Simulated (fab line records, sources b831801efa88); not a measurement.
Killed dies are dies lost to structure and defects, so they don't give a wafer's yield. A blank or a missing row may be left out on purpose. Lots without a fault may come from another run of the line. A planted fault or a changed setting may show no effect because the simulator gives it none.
Chamber matching | flow sky130 | SKY_FIELD_ISO_ETCH_15 on rie_diel-03: 4 sister chambers
The step etches the open film in CHF3/O2, stops on Si, target depth 180 nm, time 72 s. 16 wafers are shown with their chamber, then 8 later ones without.

WAFERS WITH THEIR CHAMBER
wafer  | chamber | drypump_motor_current_A (A) | chamber_pressure_mTorr (mTorr) | throttle_valve_pct (%)
L077.2 | 2       | 6.1                         | 39.97                          | 8.847
L077.3 | 1       | 5.6                         | 39.91                          | 8.840
L077.6 | 3       | 5.7                         | 40.01                          | 8.843
L078.1 | 0       | 6.6                         | 40.03                          | 8.851
L078.4 | 3       | 5.6                         | 40.04                          | 8.849
L078.6 | 3       | 5.6                         | 39.99                          | 8.839
L079.1 | 2       | 6.1                         | 39.97                          | 8.834
L079.2 | 1       | 5.7                         | 39.95                          | 8.839
L079.4 | 3       | 5.7                         | 39.98                          | 8.841
L081.3 | 1       | 5.7                         | 40.00                          | 8.849
L081.4 | 2       | 6.1                         | 39.95                          | 8.828
L081.6 | 1       | 5.7                         | 40.02                          | 8.850
L085.1 | 3       | 5.6                         | 40.06                          | 8.849
L085.2 | 0       | 6.6                         | 40.02                          | 8.833
L085.6 | 1       | 5.7                         | 40.01                          | 8.847
L087.1 | 0       | 6.6                         | 40.04                          | 8.847

SIGNATURES (means of the wafers above)
reading                 | chamber 0 | chamber 1 | chamber 2 | chamber 3 | scatter within a chamber
drypump_motor_current_A | 6.600     | 5.680     | 6.100     | 5.640     | 0.0408
chamber_pressure_mTorr  | 40.0300   | 39.9780   | 39.9633   | 40.0160   | 0.0337
throttle_valve_pct      | 8.84367   | 8.84500   | 8.83633   | 8.84420   | 0.00682
Rule: a wafer's distance from a chamber is the root of the sum, over the readings, of the square of ((its reading less the chamber's mean) divided by the reading's scatter). The wafer belongs to the nearest chamber; if the next one is less than 2 further off, it can't be placed. The scatter: the root of (the sum of the squares of (reading less its chamber's mean) over the shown wafers, divided by (wafers less chambers)).

WAFERS WITHOUT THEIR CHAMBER
wafer  | drypump_motor_current_A (A) | chamber_pressure_mTorr (mTorr) | throttle_valve_pct (%)
L087.3 | 5.7                         | 40.01                          | 8.854
L087.5 | 6.6                         | 40.01                          | 8.851
L091.2 | 5.6                         | 39.97                          | 8.840
L091.5 | 6.1                         | 40.00                          | 8.844
L091.6 | 5.6                         | 39.99                          | 8.847
L092.1 | 5.7                         | 40.08                          | 8.838
L092.4 | 6.6                         | 40.06                          | 8.863
L092.6 | 5.6                         | 39.97                          | 8.833

WHICH CHAMBER EACH WENT THROUGH
wafer  | from the rows above     | in truth
L087.3 | can't be placed: 1 or 3 | 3
L087.5 | 0                       | 0
L091.2 | can't be placed: 3 or 1 | 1
L091.5 | 2                       | 2
L091.6 | can't be placed: 3 or 1 | 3
L092.1 | can't be placed: 3 or 1 | 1
L092.4 | 0                       | 0
L092.6 | can't be placed: 3 or 1 | 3
Placed correctly: 3 of 8. Can't be placed from these rows: 5 (the true chamber is among the candidates in 5). Placed wrongly: 0.
